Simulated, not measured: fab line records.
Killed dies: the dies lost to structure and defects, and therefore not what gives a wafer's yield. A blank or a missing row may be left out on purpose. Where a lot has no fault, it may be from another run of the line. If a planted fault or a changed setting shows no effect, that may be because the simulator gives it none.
A struck lot beside a sound one    flow sky130    17 steps out of a route of 708
Sound: wafers L648.1, L648.2, L648.5. Struck: wafers L651.2, L651.4, L651.5. The cause comes at the end.
At each step with rows: each side's tool, then ch and its chambers, then its first start. Under that, the readings that differ: sound wafers    struck wafers    difference of the means    sigmas: that difference in standard deviations of wafers without a fault.
alike: readings with means less than 2 such deviations apart, plus words and numbers identical on both sides. not compared: withheld readings, readings lacking a value on some wafer, bounds such as >300 that could conceal the same value, and numbers that have no deviation in the record and whose values overlap.
The two part at a step that has a row with sigmas, a row that says differs or no value, or rows on one side only. Non-overlapping numbers with no deviation appear without sigmas and do not part them. A reading missing from all wafers of one side parts the sides only when that side holds two or more wafers.

first, 1 step without rows for these wafers: SKY_VT_ADJUST_NCORE_IMPLANT_09.
SKY_VT_ADJUST_NCORE_STRIP_10: strips in O2/N2.
  sound on plasma_asher-02 ch 0,1, day 10 21:38; struck on plasma_asher-02 ch 0,1, day 12 00:30
  alike: drypump_motor_current_A, oes_product_au, strip_time_to_endpoint_s
  not compared: rf_hours_counter_h
SKY_VT_ADJUST_NCORE_TW_MEAS_11:
  sound: film_metro-02 at day 10 21:44; struck: film_metro-02 at day 12 00:37
  alike: VT_ADJUST_NCORE_TW
then, 7 steps without rows for these wafers: SKY_VT_ADJUST_HVTR_DEHYDRATE_00 (time 60 s); SKY_VT_ADJUST_HVTR_HMDS_01 (prime time 60 s); SKY_VT_ADJUST_HVTR_COAT_02 (resist thk 1140 nm); SKY_VT_ADJUST_HVTR_SOFTBAKE_03 (time 60 s); SKY_VT_ADJUST_HVTR_EXPOSE_04 (exposes mask HVTRM, target cd 380 nm); SKY_VT_ADJUST_HVTR_PEB_05; SKY_VT_ADJUST_HVTR_DEVELOP_06 (develop time 60 s).
SKY_VT_ADJUST_HVTR_CD_MEAS_07: target cd 380 nm.
  sound: cd_sem-02 at day 11 20:47; struck: cd_sem-02 at day 13 01:19
  alike: cd_nm
SKY_VT_ADJUST_HVTR_OVL_MEAS_08:
  sound: overlay-01 at day 11 20:55; struck: overlay-01 at day 13 01:25
  alike: VT_ADJUST_HVTR_OVL
SKY_VT_ADJUST_HVTR_IMPLANT_09:
  sound on implanter-04 ch 0, day 11 20:56; struck on implanter-02 ch 0, day 13 01:47
  alike: beam_energy_keV
SKY_VT_ADJUST_HVTR_STRIP_10: strips in O2/N2.
  sound on plasma_asher-02 ch 0,1, day 11 21:05; struck on plasma_asher-04 ch 0,1, day 13 02:01
  alike: drypump_motor_current_A, oes_product_au, strip_time_to_endpoint_s
  not compared: rf_hours_counter_h
SKY_VT_ADJUST_HVTR_TW_MEAS_11:
  sound: film_metro-01 at day 11 21:11; struck: film_metro-03 at day 13 02:08
reading            sound              struck             difference  sigmas
VT_ADJUST_HVTR_TW  207.8 209.4 209.0  257.7 257.7 257.2  +48.8       +44
then, 1 step without rows for these wafers: SKY_VT_ADJUST_PCH_DEHYDRATE_00 (time 60 s).
-- here the record skips 36 days between the struck wafers' starts before and after, leaving off in module VT_ADJUST_PCH and picking up in module PAD_OPEN (first step shown: number 708 of the route) --
SKY_PAD_OPEN_PROBE_99:
  sound: prober-02 at day 47 15:56; struck: prober-02 at day 48 17:34
reading                                    sound                    struck                     difference  sigmas
model.etest.pfet_01v8_mvt.drive_ua_um      156.2 153.8 151          202.3 200.6 203            +48.3       
model.etest.pfet_01v8_mvt.off_log10_a_um   -10.66 -10.56 -10.91     -6.167 -6.29 -6.213        +4.487      
model.etest.pfet_01v8_mvt.vt_sat_v (V)     -0.5703 -0.5804 -0.5859  -0.0699 -0.07516 -0.07986  +0.5039     
model.etest.pfet_01v8_mvt.vt_v (V)         -0.6597 -0.6659 -0.6696  -0.2194 -0.2261 -0.2286    +0.4404     
model.etest.pfet_01v8_mvt.vt_long_v (V)    -0.8645 -0.8679 -0.8739  -0.4834 -0.4914 -0.4888    +0.3809     
model.etest.pfet_01v8_mvt.body_rise_v (V)  -0.1867 -0.1874 -0.1865  -0.2385 -0.2352 -0.2367    -0.0499     
  alike: killed_at_M0_to_M3, killed_at_M4_up, killed_at_contacts, killed_at_front_end, killed_at_other, killed_dies, killed_open, killed_short

WHERE THEY PART
Only at SKY_VT_ADJUST_HVTR_TW_MEAS_11, as far as this record shows. Later steps at which nothing parts them and some readings are alike: SKY_PAD_OPEN_PROBE_99.

WHY: what had been put in by the simulator
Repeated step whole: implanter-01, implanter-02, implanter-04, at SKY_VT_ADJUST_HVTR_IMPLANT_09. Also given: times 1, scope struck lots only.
